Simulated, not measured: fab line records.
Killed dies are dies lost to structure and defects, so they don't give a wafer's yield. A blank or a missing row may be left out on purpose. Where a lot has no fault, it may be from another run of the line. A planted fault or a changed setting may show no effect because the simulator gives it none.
Which tool was responsible? / flow gf180mcu / 13 lots with 39 wafers sampled at 4 steps, on a route of 602 steps

## WHAT THE GAUGES SHOWED, per wafer
GF_MVSD_TW_MEAS_11. Usual: MVSD_TW typically reads 1573, with standard deviation 22.
lot=L530; measured=day 4 17:47; on=film metro-03; MVSD_TW=1556 1557 1554; flag=
lot=L531; measured=day 4 23:41; on=film metro-01; MVSD_TW=1591 1592 1592; flag=
lot=L532; measured=day 5 03:20; on=film metro-03; MVSD_TW=1564 1563 1558; flag=
lot=L533; measured=day 5 07:58; on=film metro-01; MVSD_TW=1597 1603 1601; flag=
lot=L534; measured=day 5 18:26; on=film metro-01; MVSD_TW=1606 1596 1595; flag=
lot=L536; measured=day 6 03:45; on=film metro-03; MVSD_TW=1545 1559 1555; flag=
lot=L538; measured=day 6 15:52; on=film metro-01; MVSD_TW=1589 1591 1587; flag=
lot=L540; measured=day 7 03:03; on=film metro-01; MVSD_TW=1595 1590 1595; flag=
lot=L541; measured=day 7 07:41; on=film metro-02; MVSD_TW=1542 1538 1556; flag=
lot=L542; measured=day 7 14:44; on=film metro-01; MVSD_TW=1591 1601 1595; flag=
lot=L543; measured=day 7 19:59; on=film metro-03; MVSD_TW=1555 1549 1545; flag=
lot=L551; measured=day 9 20:05; on=film metro-01; MVSD_TW=1593 1602 1610; flag=
lot=L552; measured=day 10 03:52; on=film metro-03; MVSD_TW=1558 1551 1554; flag=

GF_DUAL_GATE_OVL_MEAS_11. Usual: DUAL_GATE_OVL typically reads -0.1 nm, with standard deviation 1.5.
lot=L530; measured=day 8 15:54; on=overlay-01; DUAL_GATE_OVL (nm)=-2.4 -1.5 0.1; flag=
lot=L531; measured=day 8 22:27; on=overlay-02; DUAL_GATE_OVL (nm)=0.8 -0.1 2.4; flag=
lot=L532; measured=day 9 04:11; on=overlay-02; DUAL_GATE_OVL (nm)=-0.6 -0.4 -0.4; flag=
lot=L533; measured=day 9 08:59; on=overlay-01; DUAL_GATE_OVL (nm)=-0.6 -3.3 0.1; flag=
lot=L534; measured=day 9 20:36; on=overlay-01; DUAL_GATE_OVL (nm)=1.2 0.4 -0.5; flag=
lot=L536; measured=day 10 09:25; on=overlay-02; DUAL_GATE_OVL (nm)=0.4 -1.2 0.0; flag=
lot=L538; measured=day 11 00:44; on=overlay-01; DUAL_GATE_OVL (nm)=1.9 0.7 1.0; flag=
lot=L540; measured=day 11 12:33; on=overlay-01; DUAL_GATE_OVL (nm)=1.1 1.7 1.1; flag=
lot=L541; measured=day 11 16:54; on=overlay-02; DUAL_GATE_OVL (nm)=- - -; flag=OFF
lot=L542; measured=day 12 01:35; on=overlay-02; DUAL_GATE_OVL (nm)=-2.2 -1.6 -1.1; flag=
lot=L543; measured=day 12 08:03; on=overlay-01; DUAL_GATE_OVL (nm)=-2.7 -4.0 -3.0; flag=
lot=L551; measured=day 14 19:56; on=overlay-01; DUAL_GATE_OVL (nm)=-0.1 -1.4 0.1; flag=
lot=L552; measured=day 15 04:20; on=overlay-01; DUAL_GATE_OVL (nm)=0.3 0.6 0.3; flag=

GF_POLY_GATE_OVL_MEAS_11. Usual: POLY_GATE_OVL typically reads -5 nm, with standard deviation 6.1.
lot=L530; measured=day 9 13:22; on=overlay-01; POLY_GATE_OVL (nm)=-4 0 -5; flag=
lot=L531; measured=day 9 19:11; on=overlay-01; POLY_GATE_OVL (nm)=-10 -2 -5; flag=
lot=L532; measured=day 10 01:40; on=overlay-01; POLY_GATE_OVL (nm)=-4 -8 -7; flag=
lot=L533; measured=day 10 06:43; on=overlay-02; POLY_GATE_OVL (nm)=-3 -4 -9; flag=
lot=L534; measured=day 10 18:13; on=overlay-01; POLY_GATE_OVL (nm)=-10 -9 -14; flag=
lot=L536; measured=day 11 07:19; on=overlay-02; POLY_GATE_OVL (nm)=-11 -3 -10; flag=
lot=L538; measured=day 11 23:55; on=overlay-02; POLY_GATE_OVL (nm)=-8 -10 -3; flag=
lot=L540; measured=day 12 11:22; on=overlay-02; POLY_GATE_OVL (nm)=-14 -19 -9; flag=
lot=L542; measured=day 13 01:58; on=overlay-02; POLY_GATE_OVL (nm)=1 2 3; flag=
lot=L543; measured=day 13 06:40; on=overlay-01; POLY_GATE_OVL (nm)=1 3 5; flag=
lot=L551; measured=day 15 21:01; on=overlay-02; POLY_GATE_OVL (nm)=2 2 -5; flag=
lot=L552; measured=day 16 07:01; on=overlay-01; POLY_GATE_OVL (nm)=-7 -15 -11; flag=

## EACH LOT AND THE TOOL THAT RAN IT (in order: tool; ch and the chambers of the sampled wafers; start)
lot=L530; GF_DUAL_GATE_EXPOSE_08=iline stepper-01 ch 0, day 8 08:06
lot=L531; GF_DUAL_GATE_EXPOSE_08=iline stepper-01 ch 0, day 8 14:39
lot=L532; GF_DUAL_GATE_EXPOSE_08=iline stepper-02 ch 0, day 8 19:29
lot=L533; GF_DUAL_GATE_EXPOSE_08=iline stepper-02 ch 0, day 9 00:27
lot=L534; GF_DUAL_GATE_EXPOSE_08=iline stepper-02 ch 0, day 9 12:11
lot=L536; GF_DUAL_GATE_EXPOSE_08=iline stepper-01 ch 0, day 10 00:43
lot=L538; GF_DUAL_GATE_EXPOSE_08=iline stepper-01 ch 0, day 10 15:51
lot=L540; GF_DUAL_GATE_EXPOSE_08=iline stepper-02 ch 0, day 11 03:14
lot=L541; GF_DUAL_GATE_EXPOSE_08=iline stepper-01 ch 0, day 11 07:17
lot=L542; GF_DUAL_GATE_EXPOSE_08=iline stepper-01 ch 0, day 11 16:20
lot=L543; GF_DUAL_GATE_EXPOSE_08=iline stepper-01 ch 0, day 11 22:46
lot=L551; GF_DUAL_GATE_EXPOSE_08=iline stepper-01 ch 0, day 14 09:56
lot=L552; GF_DUAL_GATE_EXPOSE_08=iline stepper-01 ch 0, day 14 17:17
- GF_DUAL_GATE_EXPOSE_08: exposes mask Dualgate, target cd 700 nm.

## AS READ BY THE TOOLS THEMSELVES (means over the sampled wafers that have a number; for cases with no such wafer, the mark the record gives instead)
The record holds no such reading with a usual standard deviation.

## THE ANSWER, worked out from the rows above alone
Rule: a lot counts as off when the mean over its wafers that have a number is more than 3 standard deviations away from the usual mean. Also off: a lot with no number at a reading for which 4 or more lots have one. Where the step has rows for the other lots, those lots are counted as sound. First the gauges in route order, then the tools' own readings, where a lot's mean is used as printed above. At the first step where some lot is off, the reading lying furthest off is the one used; lots without a number count as furthest.
Off: L541, seen at GF_DUAL_GATE_OVL_MEAS_11 (DUAL_GATE_OVL). Without a number there: L541.
If a tool, at a process step before that reading, ran all the lots that are off and no sound lot after the first of them, it fits. Those tools and the gauges at GF_DUAL_GATE_OVL_MEAS_11 are tried in the same way. Of those tried, none fits.

## WHAT THE SIMULATOR PUT IN
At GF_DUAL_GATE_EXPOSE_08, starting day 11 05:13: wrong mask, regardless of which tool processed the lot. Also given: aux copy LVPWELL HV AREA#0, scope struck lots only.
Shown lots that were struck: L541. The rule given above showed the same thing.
